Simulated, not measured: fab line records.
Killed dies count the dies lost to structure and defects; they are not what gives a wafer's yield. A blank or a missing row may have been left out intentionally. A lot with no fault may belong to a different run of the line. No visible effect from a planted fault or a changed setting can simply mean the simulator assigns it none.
The tool behind it: which one? || flow gf180mcu || 10 lots with 30 wafers sampled at 5 steps, on a route of 602 steps

WHAT THE GAUGES READ, wafer by wafer
GF_V5_CD_MEAS_14: target cd 260 nm. Usual: cd-nm reads 260.2 nm (standard deviation 1.2).
{"lot": "L653", "measured": "day 27 09:44", "on": "cd-sem-01", "cd-nm (nm)": "258.9 258.6 259.2", "flag": ""}
{"lot": "L654", "measured": "day 27 18:33", "on": "cd-sem-02", "cd-nm (nm)": "260.1 261.2 261.1", "flag": ""}
{"lot": "L657", "measured": "day 28 16:59", "on": "cd-sem-01", "cd-nm (nm)": "259.2 257.9 258.0", "flag": ""}
{"lot": "L659", "measured": "day 29 08:55", "on": "cd-sem-02", "cd-nm (nm)": "260.7 259.6 259.4", "flag": ""}
{"lot": "L660", "measured": "day 29 18:11", "on": "cd-sem-02", "cd-nm (nm)": "259.5 260.8 260.8", "flag": ""}
{"lot": "L662", "measured": "day 30 11:16", "on": "cd-sem-01", "cd-nm (nm)": "261.3 261.8 261.2", "flag": ""}
{"lot": "L664", "measured": "day 30 21:17", "on": "cd-sem-01", "cd-nm (nm)": "260.5 261.7 260.5", "flag": ""}
{"lot": "L666", "measured": "day 31 04:56", "on": "cd-sem-02", "cd-nm (nm)": "261.7 260.3 261.5", "flag": ""}
{"lot": "L668", "measured": "day 32 04:04", "on": "cd-sem-02", "cd-nm (nm)": "257.4 258.9 256.5", "flag": ""}
{"lot": "L670", "measured": "day 32 10:26", "on": "cd-sem-01", "cd-nm (nm)": "261.3 261.8 261.6", "flag": ""}

GF_V5_RS_MEAS_24: a four-point-probe measurement. Usual: V5_W_RS 0.329 ohm/sq, standard deviation 0.003.
{"lot": "L653", "measured": "day 27 10:50", "on": "film-metro-04", "V5_W_RS (ohm/sq)": "0.320 0.324 0.330", "flag": ""}
{"lot": "L654", "measured": "day 27 19:40", "on": "film-metro-04", "V5_W_RS (ohm/sq)": "0.331 0.331 0.332", "flag": ""}
{"lot": "L657", "measured": "day 28 18:02", "on": "film-metro-04", "V5_W_RS (ohm/sq)": "0.329 0.327 0.327", "flag": ""}
{"lot": "L659", "measured": "day 29 10:00", "on": "film-metro-04", "V5_W_RS (ohm/sq)": "0.326 0.330 0.331", "flag": ""}
{"lot": "L660", "measured": "day 29 19:19", "on": "film-metro-04", "V5_W_RS (ohm/sq)": "0.335 0.331 0.331", "flag": ""}
{"lot": "L662", "measured": "day 30 12:37", "on": "film-metro-03", "V5_W_RS (ohm/sq)": "0.329 0.327 0.326", "flag": ""}
{"lot": "L664", "measured": "day 30 22:20", "on": "film-metro-02", "V5_W_RS (ohm/sq)": "0.335 0.331 0.332", "flag": ""}
{"lot": "L666", "measured": "day 31 06:08", "on": "film-metro-04", "V5_W_RS (ohm/sq)": "0.335 0.332 0.328", "flag": ""}
{"lot": "L668", "measured": "day 32 05:07", "on": "film-metro-04", "V5_W_RS (ohm/sq)": "0.202 0.202 0.201 0.202 0.201 0.201", "flag": "OFF"}
{"lot": "L670", "measured": "day 32 11:29", "on": "film-metro-02", "V5_W_RS (ohm/sq)": "0.324 0.325 0.199 0.323 0.325 0.199", "flag": "OFF"}

GF_V5_THK_MEAS_25: measures by xrf. Usual: V5_W_THK 352 nm, standard deviation 4.1.
{"lot": "L653", "measured": "day 27 10:58", "on": "film-metro-04", "V5_W_THK (nm)": "365 360 354", "flag": ""}
{"lot": "L654", "measured": "day 27 19:46", "on": "film-metro-04", "V5_W_THK (nm)": "353 354 353", "flag": ""}
{"lot": "L657", "measured": "day 28 18:08", "on": "film-metro-04", "V5_W_THK (nm)": "355 354 356", "flag": ""}
{"lot": "L659", "measured": "day 29 10:07", "on": "film-metro-04", "V5_W_THK (nm)": "356 352 352", "flag": ""}
{"lot": "L660", "measured": "day 29 19:26", "on": "film-metro-04", "V5_W_THK (nm)": "345 352 350", "flag": ""}
{"lot": "L662", "measured": "day 30 12:44", "on": "film-metro-03", "V5_W_THK (nm)": "349 349 351", "flag": ""}
{"lot": "L664", "measured": "day 30 22:26", "on": "film-metro-02", "V5_W_THK (nm)": "347 351 350", "flag": ""}
{"lot": "L666", "measured": "day 31 06:15", "on": "film-metro-04", "V5_W_THK (nm)": "347 352 359", "flag": ""}
{"lot": "L668", "measured": "day 32 10:58", "on": "film-metro-04", "V5_W_THK (nm)": "- - - - - -", "flag": "OFF"}
{"lot": "L670", "measured": "day 32 17:13", "on": "film-metro-02", "V5_W_THK (nm)": "354 352 570 354 352 -", "flag": "OFF"}

TOOL THAT RAN EACH LOT (tool first, then ch and the chambers of the sampled wafers, then the start)
{"lot": "L653", "GF_V5_ETCH_16": "rie-diel-01 ch 0,1,3, day 27 09:53", "GF_V5_CVD_23": "cvd-w-02 ch 0,1, day 27 10:44"}
{"lot": "L654", "GF_V5_ETCH_16": "rie-diel-01 ch 0,1, day 27 18:40", "GF_V5_CVD_23": "cvd-w-01 ch 0,1, day 27 19:33"}
{"lot": "L657", "GF_V5_ETCH_16": "rie-diel-04 ch 1,2, day 28 17:06", "GF_V5_CVD_23": "cvd-w-01 ch 0,1, day 28 17:56"}
{"lot": "L659", "GF_V5_ETCH_16": "rie-diel-01 ch 0,1,3, day 29 09:04", "GF_V5_CVD_23": "cvd-w-02 ch 0,1, day 29 09:53"}
{"lot": "L660", "GF_V5_ETCH_16": "rie-diel-01 ch 1,3, day 29 18:20", "GF_V5_CVD_23": "cvd-w-02 ch 0,1, day 29 19:13"}
{"lot": "L662", "GF_V5_ETCH_16": "rie-diel-04 ch 1,2, day 30 11:25", "GF_V5_CVD_23": "cvd-w-02 ch 0,1, day 30 12:31"}
{"lot": "L664", "GF_V5_ETCH_16": "rie-diel-04 ch 1,2, day 30 21:24", "GF_V5_CVD_23": "cvd-w-01 ch 0,1, day 30 22:14"}
{"lot": "L666", "GF_V5_ETCH_16": "rie-diel-01 ch 0,1,3, day 31 05:05", "GF_V5_CVD_23": "cvd-w-01 ch 1, day 31 05:55"}
{"lot": "L668", "GF_V5_ETCH_16": "rie-diel-02 ch 0,2, day 32 04:13", "GF_V5_CVD_23": "cvd-w-02 ch 0, day 32 05:00"}
{"lot": "L670", "GF_V5_ETCH_16": "rie-diel-01 ch 1,2,3, day 32 10:35", "GF_V5_CVD_23": "cvd-w-02 ch 0,1, day 32 11:23"}
- GF_V5_ETCH_16: etches BARC in N2/H2.
- GF_V5_CVD_23: deposits W, target thk 350 nm, time 104.9 s.

WHAT THE TOOLS THEMSELVES READ (means of the sampled wafers that have a number; where no wafer has one, the mark that the record gives instead)
GF_V5_ETCH_16. Usual: drypump-motor-current-A 5.9 A, standard deviation 0.53; oes-product-au 0.856 a.u., standard deviation 0.0047; throttle-valve-pct 13.225 %, standard deviation 0.0094.
{"lot": "L653", "tool": "rie-diel-01", "drypump-motor-current-A (A)": 5.5, "oes-product-au (a.u.)": 0.855, "throttle-valve-pct (%)": 13.224, "flag": ""}
{"lot": "L654", "tool": "rie-diel-01", "drypump-motor-current-A (A)": 5.4, "oes-product-au (a.u.)": 0.854, "throttle-valve-pct (%)": 13.226, "flag": ""}
{"lot": "L657", "tool": "rie-diel-04", "drypump-motor-current-A (A)": 6.0, "oes-product-au (a.u.)": 0.856, "throttle-valve-pct (%)": 13.231, "flag": ""}
{"lot": "L659", "tool": "rie-diel-01", "drypump-motor-current-A (A)": 5.5, "oes-product-au (a.u.)": 0.859, "throttle-valve-pct (%)": 13.225, "flag": ""}
{"lot": "L660", "tool": "rie-diel-01", "drypump-motor-current-A (A)": 5.6, "oes-product-au (a.u.)": 0.854, "throttle-valve-pct (%)": 13.232, "flag": ""}
{"lot": "L662", "tool": "rie-diel-04", "drypump-motor-current-A (A)": 6.0, "oes-product-au (a.u.)": 0.856, "throttle-valve-pct (%)": 13.228, "flag": ""}
{"lot": "L664", "tool": "rie-diel-04", "drypump-motor-current-A (A)": 6.3, "oes-product-au (a.u.)": 0.864, "throttle-valve-pct (%)": 13.228, "flag": ""}
{"lot": "L666", "tool": "rie-diel-01", "drypump-motor-current-A (A)": 5.5, "oes-product-au (a.u.)": 0.858, "throttle-valve-pct (%)": 13.221, "flag": ""}
{"lot": "L668", "tool": "rie-diel-02", "drypump-motor-current-A (A)": 6.5, "oes-product-au (a.u.)": 0.857, "throttle-valve-pct (%)": 13.220, "flag": ""}
{"lot": "L670", "tool": "rie-diel-01", "drypump-motor-current-A (A)": 5.8, "oes-product-au (a.u.)": 0.855, "throttle-valve-pct (%)": 13.218, "flag": ""}

GF_V5_CVD_23. Usual: chamber-pressure-Torr 39.98 Torr, standard deviation 0.088; heater-power-outer-w 480 W, standard deviation 49; heater-power-w 776 W, standard deviation 96.
{"lot": "L653", "tool": "cvd-w-02", "chamber-pressure-Torr (Torr)": 39.91, "heater-power-outer-w (W)": 442, "heater-power-w (W)": 710, "flag": ""}
{"lot": "L654", "tool": "cvd-w-01", "chamber-pressure-Torr (Torr)": 39.90, "heater-power-outer-w (W)": 520, "heater-power-w (W)": 876, "flag": ""}
{"lot": "L657", "tool": "cvd-w-01", "chamber-pressure-Torr (Torr)": 40.00, "heater-power-outer-w (W)": 493, "heater-power-w (W)": 816, "flag": ""}
{"lot": "L659", "tool": "cvd-w-02", "chamber-pressure-Torr (Torr)": 40.00, "heater-power-outer-w (W)": 452, "heater-power-w (W)": 710, "flag": ""}
{"lot": "L660", "tool": "cvd-w-02", "chamber-pressure-Torr (Torr)": 39.94, "heater-power-outer-w (W)": 476, "heater-power-w (W)": 768, "flag": ""}
{"lot": "L662", "tool": "cvd-w-02", "chamber-pressure-Torr (Torr)": 39.87, "heater-power-outer-w (W)": 481, "heater-power-w (W)": 747, "flag": ""}
{"lot": "L664", "tool": "cvd-w-01", "chamber-pressure-Torr (Torr)": 39.94, "heater-power-outer-w (W)": 518, "heater-power-w (W)": 878, "flag": ""}
{"lot": "L666", "tool": "cvd-w-01", "chamber-pressure-Torr (Torr)": 40.02, "heater-power-outer-w (W)": 473, "heater-power-w (W)": 759, "flag": ""}
{"lot": "L668", "tool": "cvd-w-02", "chamber-pressure-Torr (Torr)": 40.02, "heater-power-outer-w (W)": 414, "heater-power-w (W)": 659, "flag": ""}
{"lot": "L670", "tool": "cvd-w-02", "chamber-pressure-Torr (Torr)": 40.03, "heater-power-outer-w (W)": 479, "heater-power-w (W)": 748, "flag": ""}

THE ANSWER, worked out from the rows above alone
Rule: a lot is off if the mean of its wafers that have a number lies more than 3 standard deviations from the usual mean. Also off: a lot with no number at a reading for which 4 or more lots have one. Where the step has rows for the other lots, those lots are counted as sound. The gauges are gone through in route order, then the tools' own readings, and for those a lot's mean is taken as printed above. The first step at which some lot is off is used, and at that step the reading that is off furthest; a lot without a number counts as furthest.
Off: L668, L670, at GF_V5_RS_MEAS_24 (V5_W_RS).
A tool fits if, at a process step before that reading, it ran every lot that is off, and no sound lot after the first of them. Those tools and the gauges at GF_V5_RS_MEAS_24 are tried in the same way. One fits: cvd-w-02 at GF_V5_CVD_23. Its last sound lot is L662 (day 30 12:31), its first lot that is off L668 (day 32 05:00): a fault that began between those two fits.

WHAT THE SIMULATOR PUT IN
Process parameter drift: cvd-w-02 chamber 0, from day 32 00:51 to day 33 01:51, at GF_V5_CVD_23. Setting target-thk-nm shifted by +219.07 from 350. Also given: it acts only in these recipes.
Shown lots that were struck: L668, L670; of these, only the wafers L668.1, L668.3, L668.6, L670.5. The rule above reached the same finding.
